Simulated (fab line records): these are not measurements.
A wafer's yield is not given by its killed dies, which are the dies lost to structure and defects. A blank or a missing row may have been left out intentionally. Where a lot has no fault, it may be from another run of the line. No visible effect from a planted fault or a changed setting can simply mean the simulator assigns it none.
Check for tools in common | flow sky130 | Sampled: 12 lots, 39 wafers

WHY THIS WAS OPENED
On 1 of the 12 lots, a flag is raised at SKY_FIELD_ISO_CD_MEAS_13 on the reading cd-nm. No-fault wafers: 149.8 nm, standard deviation 1.5.
Rule: flag the lot when none of its wafers has a number, or when each of its wafers that has one lies beyond 4 standard deviations from that mean. The rest of the lots are taken to be sound.

lot  | measured    | on        | cd-nm (nm), wafer by wafer          | flag
L364 | day 2 04:41 | cd-sem-02 | 151.0 150.1 150.7                   |
L366 | day 2 15:01 | cd-sem-02 | 149.3 148.7 149.9                   |
L370 | day 3 12:43 | cd-sem-01 | 150.2 150.8 150.6                   |
L371 | day 3 16:16 | cd-sem-01 | 151.1 151.8 150.3                   |
L372 | day 3 22:25 | cd-sem-02 | 151.2 150.9 149.1                   |
L373 | day 4 04:08 | cd-sem-01 | 130.5 130.5 131.1 130.5 130.5 131.0 | FLAGGED
L374 | day 4 08:29 | cd-sem-01 | 151.2 149.8 151.0                   |
L380 | day 5 18:46 | cd-sem-02 | 153.0 152.9 152.7                   |
L383 | day 6 07:22 | cd-sem-01 | 149.1 149.9 149.5                   |
L384 | day 6 12:32 | cd-sem-02 | 152.3 150.8 151.0                   |
L385 | day 6 17:17 | cd-sem-02 | 148.8 149.5 149.2                   |
L386 | day 7 00:10 | cd-sem-02 | 149.6 148.0 149.9                   |
The numbers of the flagged lots are 130.7 nm on average: -19.1 nm against the usual, or -13 standard deviations.

WHICH TOOL EACH LOT WENT THROUGH
The record holds 1 process step before the reading, out of a route of 708 steps. Cell contents, in order: the tool; ch with the chambers the sampled wafers went through; the start.
lot  | flag    | SKY_FIELD_ISO_EXPOSE_10
L364 |         | krf-scanner-01 ch 0, day 1 20:58
L366 |         | krf-scanner-02 ch 0, day 2 07:41
L370 |         | krf-scanner-02 ch 0, day 3 04:53
L371 |         | krf-scanner-01 ch 0, day 3 08:26
L372 |         | krf-scanner-01 ch 0, day 3 14:40
L373 | FLAGGED | krf-scanner-02 ch 0, day 3 19:28
L374 |         | krf-scanner-01 ch 0, day 3 23:59
L380 |         | krf-scanner-01 ch 0, day 5 09:40
L383 |         | krf-scanner-01 ch 0, day 5 22:29
L384 |         | krf-scanner-02 ch 0, day 6 03:20
L385 |         | krf-scanner-01 ch 0, day 6 09:02
L386 |         | krf-scanner-01 ch 0, day 6 15:44
These steps, and what they do:
- SKY_FIELD_ISO_EXPOSE_10: exposes mask FOM, target cd 150 nm.
- SKY_FIELD_ISO_CD_MEAS_13: target cd 150 nm.

FLAGGED AGAINST TOTAL, ONE TOOL AT A TIME (gauges that did the reading follow at the end)
step                     | tool           | lots run | flagged | share of the flagged lots | sound lots run after its first flagged lot
SKY_FIELD_ISO_EXPOSE_10  | krf-scanner-01 | 8        | 0       | none                      | -
SKY_FIELD_ISO_EXPOSE_10  | krf-scanner-02 | 4        | 1       | all                       | 1 (L384)
SKY_FIELD_ISO_CD_MEAS_13 | cd-sem-01      | 5        | 1       | all                       | 2 (L374,L383)
SKY_FIELD_ISO_CD_MEAS_13 | cd-sem-02      | 7        | 0       | none                      | -

THE TABLE: WHAT IT ALLOWS
In 2 table rows, all flagged lots were run: krf-scanner-02 (SKY_FIELD_ISO_EXPOSE_10), cd-sem-01 (SKY_FIELD_ISO_CD_MEAS_13).
- krf-scanner-02 at SKY_FIELD_ISO_EXPOSE_10: 1 of its 4 lots flagged. Sound lots followed the first flagged one (L384) on it, something a lasting fault affecting the whole tool could not allow.
- cd-sem-01 at SKY_FIELD_ISO_CD_MEAS_13: 1 of its 5 lots flagged. Sound lots followed the first flagged one (L374, L383) on it, something a lasting fault affecting the whole tool could not allow.
Not one row of the table ran every flagged lot while running no sound lot after the first.

WHAT THE SIMULATOR HAD PUT IN
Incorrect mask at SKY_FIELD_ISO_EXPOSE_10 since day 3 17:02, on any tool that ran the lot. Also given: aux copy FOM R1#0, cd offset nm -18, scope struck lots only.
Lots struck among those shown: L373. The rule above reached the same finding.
